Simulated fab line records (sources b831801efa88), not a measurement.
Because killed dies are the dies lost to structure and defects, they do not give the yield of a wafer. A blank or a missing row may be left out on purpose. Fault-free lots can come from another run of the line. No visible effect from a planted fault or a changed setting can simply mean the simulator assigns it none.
Matching of chambers || flow gf180mcu || cmp-01 running GF_STI_CMP_25: 4 sister chambers
The step polishes, stops on Si3N4, t overpolish 33 s, target thk 524.6 nm. 14 wafers are shown with their chamber, then 7 later ones without.

== WAFERS, EACH WITH ITS CHAMBER ==
{"wafer": "L299.1", "chamber": 0, "motor_current_A (A)": 12.3, "retaining_ring_pressure_frac": 0.995, "time_to_endpoint_s (s)": 124}
{"wafer": "L299.3", "chamber": 3, "motor_current_A (A)": 13.1, "retaining_ring_pressure_frac": 1.003, "time_to_endpoint_s (s)": 128}
{"wafer": "L299.6", "chamber": 3, "motor_current_A (A)": 12.3, "retaining_ring_pressure_frac": 1.002, "time_to_endpoint_s (s)": 126}
{"wafer": "L302.1", "chamber": 2, "motor_current_A (A)": 10.9, "retaining_ring_pressure_frac": 1.001, "time_to_endpoint_s (s)": 119}
{"wafer": "L302.4", "chamber": 1, "motor_current_A (A)": 11.3, "retaining_ring_pressure_frac": 0.998, "time_to_endpoint_s (s)": 119}
{"wafer": "L302.6", "chamber": 1, "motor_current_A (A)": 10.9, "retaining_ring_pressure_frac": 0.994, "time_to_endpoint_s (s)": 117}
{"wafer": "L303.1", "chamber": 3, "motor_current_A (A)": 12.7, "retaining_ring_pressure_frac": 1.004, "time_to_endpoint_s (s)": 128}
{"wafer": "L303.2", "chamber": 1, "motor_current_A (A)": 11.2, "retaining_ring_pressure_frac": 1.002, "time_to_endpoint_s (s)": 111}
{"wafer": "L303.6", "chamber": 2, "motor_current_A (A)": 11.1, "retaining_ring_pressure_frac": 0.998, "time_to_endpoint_s (s)": 121}
{"wafer": "L304.3", "chamber": 1, "motor_current_A (A)": 11.5, "retaining_ring_pressure_frac": 1.002, "time_to_endpoint_s (s)": 117}
{"wafer": "L304.4", "chamber": 2, "motor_current_A (A)": 11.7, "retaining_ring_pressure_frac": 1.003, "time_to_endpoint_s (s)": 123}
{"wafer": "L304.5", "chamber": 0, "motor_current_A (A)": 12.7, "retaining_ring_pressure_frac": 0.993, "time_to_endpoint_s (s)": 125}
{"wafer": "L306.2", "chamber": 1, "motor_current_A (A)": 11.1, "retaining_ring_pressure_frac": 1.004, "time_to_endpoint_s (s)": 126}
{"wafer": "L306.4", "chamber": 2, "motor_current_A (A)": 11.3, "retaining_ring_pressure_frac": 1.004, "time_to_endpoint_s (s)": 130}

SIGNATURES, as means of the wafers listed above
{"reading": "motor_current_A", "chamber 0": 12.500, "chamber 1": 11.200, "chamber 2": 11.250, "chamber 3": 12.700, "scatter within a chamber": 0.308}
{"reading": "retaining_ring_pressure_frac", "chamber 0": 0.99400, "chamber 1": 1.00000, "chamber 2": 1.00150, "chamber 3": 1.00300, "scatter within a chamber": 0.00298}
{"reading": "time_to_endpoint_s", "chamber 0": 124.50, "chamber 1": 118.00, "chamber 2": 123.25, "chamber 3": 127.33, "scatter within a chamber": 4.33}
Rule: for a wafer and a chamber, the distance is found by dividing, reading by reading, the gap between the wafer's reading and the chamber's mean by the reading's scatter, squaring, summing and taking the root. If the next closest chamber is less than 2 further off than the closest, the wafer can't be placed; otherwise it belongs to the closest. The scatter: take each reading less its chamber's mean, square it, sum over the shown wafers, divide by the number of wafers less the number of chambers, and take the root.

== WAFERS WHOSE CHAMBER IS MISSING ==
{"wafer": "L306.5", "motor_current_A (A)": 11.5, "retaining_ring_pressure_frac": 1.003, "time_to_endpoint_s (s)": 116}
{"wafer": "L307.2", "motor_current_A (A)": 10.9, "retaining_ring_pressure_frac": 1.007, "time_to_endpoint_s (s)": 122}
{"wafer": "L307.4", "motor_current_A (A)": 11.5, "retaining_ring_pressure_frac": 1.000, "time_to_endpoint_s (s)": 113}
{"wafer": "L307.6", "motor_current_A (A)": 11.4, "retaining_ring_pressure_frac": 1.000, "time_to_endpoint_s (s)": 120}
{"wafer": "L320.4", "motor_current_A (A)": 11.8, "retaining_ring_pressure_frac": 0.999, "time_to_endpoint_s (s)": 132}
{"wafer": "L320.5", "motor_current_A (A)": 11.4, "retaining_ring_pressure_frac": 1.000, "time_to_endpoint_s (s)": 121}
{"wafer": "L320.6", "motor_current_A (A)": 12.8, "retaining_ring_pressure_frac": 0.993, "time_to_endpoint_s (s)": 127}

== WHICH CHAMBER EACH ONE RAN IN ==
{"wafer": "L306.5", "from the rows above": "can't be placed: 1 or 2", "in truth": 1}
{"wafer": "L307.2", "from the rows above": "can't be placed: 2 or 1", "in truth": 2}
{"wafer": "L307.4", "from the rows above": "can't be placed: 1 or 2", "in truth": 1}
{"wafer": "L307.6", "from the rows above": "can't be placed: 1 or 2", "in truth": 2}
{"wafer": "L320.4", "from the rows above": "can't be placed: 2 or 0 or 3 or 1", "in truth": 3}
{"wafer": "L320.5", "from the rows above": "can't be placed: 2 or 1", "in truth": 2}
{"wafer": "L320.6", "from the rows above": 0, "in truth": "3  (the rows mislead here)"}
Correctly placed: 0 of 7. Can't be placed from these rows: 6 (the true chamber is among the candidates in 6). 1 placed wrongly.
